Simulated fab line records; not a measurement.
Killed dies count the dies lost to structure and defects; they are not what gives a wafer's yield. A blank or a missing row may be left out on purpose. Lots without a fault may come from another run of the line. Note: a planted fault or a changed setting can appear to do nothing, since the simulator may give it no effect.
Matching of chambers :: flow sky130 :: SKY_POLY_CUT_ETCH_10 on rie_diel-04 has 4 sister chambers
The step etches BARC in N2/H2, stops on SiO2, time 45.9 s, target depth 60 nm. 14 wafers are shown with their chamber, then 7 later ones without.

== WAFERS, EACH WITH ITS CHAMBER ==
wafer: L075.1
chamber: 1
oes_product_au (a.u.): 0.850
chamber_pressure_mTorr (mTorr): 29.998
throttle_valve_pct (%): 13.207

wafer: L075.4
chamber: 2
oes_product_au (a.u.): 0.851
chamber_pressure_mTorr (mTorr): 29.951
throttle_valve_pct (%): 13.247

wafer: L075.5
chamber: 1
oes_product_au (a.u.): 0.855
chamber_pressure_mTorr (mTorr): 29.957
throttle_valve_pct (%): 13.225

wafer: L076.1
chamber: 2
oes_product_au (a.u.): 0.853
chamber_pressure_mTorr (mTorr): 29.962
throttle_valve_pct (%): 13.225

wafer: L076.4
chamber: 1
oes_product_au (a.u.): 0.851
chamber_pressure_mTorr (mTorr): 30.007
throttle_valve_pct (%): 13.220

wafer: L076.6
chamber: 3
oes_product_au (a.u.): 0.856
chamber_pressure_mTorr (mTorr): 30.039
throttle_valve_pct (%): 13.220

wafer: L080.2
chamber: 2
oes_product_au (a.u.): 0.852
chamber_pressure_mTorr (mTorr): 29.975
throttle_valve_pct (%): 13.219

wafer: L080.5
chamber: 2
oes_product_au (a.u.): 0.857
chamber_pressure_mTorr (mTorr): 30.019
throttle_valve_pct (%): 13.227

wafer: L080.6
chamber: 1
oes_product_au (a.u.): 0.851
chamber_pressure_mTorr (mTorr): 30.019
throttle_valve_pct (%): 13.227

wafer: L081.1
chamber: 2
oes_product_au (a.u.): 0.854
chamber_pressure_mTorr (mTorr): 29.968
throttle_valve_pct (%): 13.235

wafer: L081.2
chamber: 1
oes_product_au (a.u.): 0.860
chamber_pressure_mTorr (mTorr): 30.011
throttle_valve_pct (%): 13.223

wafer: L081.5
chamber: 2
oes_product_au (a.u.): 0.852
chamber_pressure_mTorr (mTorr): 29.958
throttle_valve_pct (%): 13.215

wafer: L090.1
chamber: 2
oes_product_au (a.u.): 0.852
chamber_pressure_mTorr (mTorr): 30.032
throttle_valve_pct (%): 13.222

wafer: L090.2
chamber: 0
oes_product_au (a.u.): 0.861
chamber_pressure_mTorr (mTorr): 30.005
throttle_valve_pct (%): 13.231

SIGNATURES (averages over the wafers above)
reading: oes_product_au
chamber 0: 0.86100
chamber 1: 0.85340
chamber 2: 0.85300
chamber 3: 0.85600
scatter within a chamber: 0.00305

reading: chamber_pressure_mTorr
chamber 0: 30.00500
chamber 1: 29.99840
chamber 2: 29.98071
chamber 3: 30.03900
scatter within a chamber: 0.029

reading: throttle_valve_pct
chamber 0: 13.23100
chamber 1: 13.22040
chamber 2: 13.22714
chamber 3: 13.22000
scatter within a chamber: 0.00976
Rule: a wafer lies at a distance from a chamber equal to the root of the sum of squares, over the readings, of (its reading less the chamber's mean, divided by the reading's scatter). If the next closest chamber is less than 2 further off than the closest, the wafer can't be placed; otherwise it belongs to the closest. The scatter: the root of (the sum of the squares of (reading less its chamber's mean) over the shown wafers, divided by (wafers less chambers)).

== WAFERS WITHOUT THEIR CHAMBER ==
wafer: L090.6
oes_product_au (a.u.): 0.847
chamber_pressure_mTorr (mTorr): 30.004
throttle_valve_pct (%): 13.238

wafer: L094.2
oes_product_au (a.u.): 0.857
chamber_pressure_mTorr (mTorr): 30.014
throttle_valve_pct (%): 13.231

wafer: L094.3
oes_product_au (a.u.): 0.856
chamber_pressure_mTorr (mTorr): 29.983
throttle_valve_pct (%): 13.232

wafer: L094.5
oes_product_au (a.u.): 0.845
chamber_pressure_mTorr (mTorr): 30.027
throttle_valve_pct (%): 13.218

wafer: L097.1
oes_product_au (a.u.): 0.863
chamber_pressure_mTorr (mTorr): 30.033
throttle_valve_pct (%): 13.215

wafer: L097.2
oes_product_au (a.u.): 0.849
chamber_pressure_mTorr (mTorr): 30.001
throttle_valve_pct (%): 13.216

wafer: L097.4
oes_product_au (a.u.): 0.859
chamber_pressure_mTorr (mTorr): 30.007
throttle_valve_pct (%): 13.221

== THE CHAMBER EACH PASSED THROUGH ==
wafer: L090.6
from the rows above: can't be placed: 2 or 1 or 3
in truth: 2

wafer: L094.2
from the rows above: can't be placed: 0 or 3 or 1 or 2
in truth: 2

wafer: L094.3
from the rows above: can't be placed: 2 or 1 or 0 or 3
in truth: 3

wafer: L094.5
from the rows above: can't be placed: 1 or 2 or 3
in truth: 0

wafer: L097.1
from the rows above: can't be placed: 0 or 3 or 1 or 2
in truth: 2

wafer: L097.2
from the rows above: can't be placed: 1 or 2 or 3
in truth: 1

wafer: L097.4
from the rows above: can't be placed: 0 or 3 or 1 or 2
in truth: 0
Correct placement for 0 of the 7. From these rows, 7 cannot be placed; in 6 the true chamber is one of the candidates. Placed wrongly: 0.
